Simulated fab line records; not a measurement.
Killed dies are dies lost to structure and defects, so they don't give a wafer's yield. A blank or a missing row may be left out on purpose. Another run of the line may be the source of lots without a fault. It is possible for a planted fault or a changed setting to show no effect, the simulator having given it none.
Chamber matching -- flow gf180mcu -- GF_V4_CVD_02 on pecvd-04: 3 sister chambers
The step deposits SiO2 from TEOS, target thk 850 nm, time 94.851 s. 14 wafers are shown with their chamber, then 7 later ones without.

## WAFERS PAIRED WITH THEIR CHAMBERS
wafer,chamber,heaterPowerW (W)
L074.2,2,685
L074.5,0,669
L074.6,2,740
L076.1,0,602
L076.5,0,647
L076.6,2,721
L077.2,2,676
L077.4,0,533
L077.5,1,516
L079.2,0,571
L079.5,1,529
L079.6,2,748
L088.1,0,642
L088.4,1,661

SIGNATURES (means of the wafers above)
reading,chamber 0,chamber 1,chamber 2,scatter within a chamber
heaterPowerW,610.67,568.67,714.00,52.6
Rule: for a wafer and a chamber, the distance is found by dividing, reading by reading, the gap between the wafer's reading and the chamber's mean by the reading's scatter, squaring, summing and taking the root. If the next closest chamber is less than 2 further off than the closest, the wafer can't be placed; otherwise it belongs to the closest. The scatter: the root of (the sum of the squares of (reading less its chamber's mean) over the shown wafers, divided by (wafers less chambers)).

## WAFERS MISSING THEIR CHAMBER
wafer,heaterPowerW (W)
L088.6,661
L094.1,781
L094.2,640
L094.3,539
L095.1,647
L095.2,816
L095.5,544

## WHICH CHAMBER EACH WENT THROUGH
wafer,from the rows above,in truth
L088.6,can't be placed: 0 or 2 or 1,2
L094.1,can't be placed: 2 or 0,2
L094.2,can't be placed: 0 or 1 or 2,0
L094.3,can't be placed: 1 or 0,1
L095.1,can't be placed: 0 or 2 or 1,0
L095.2,can't be placed: 2 or 0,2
L095.5,can't be placed: 1 or 0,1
Placed correctly: 0 of 7. Unplaceable from these rows: 7, with the true chamber sitting among the candidates in 7. Placed wrongly: 0.
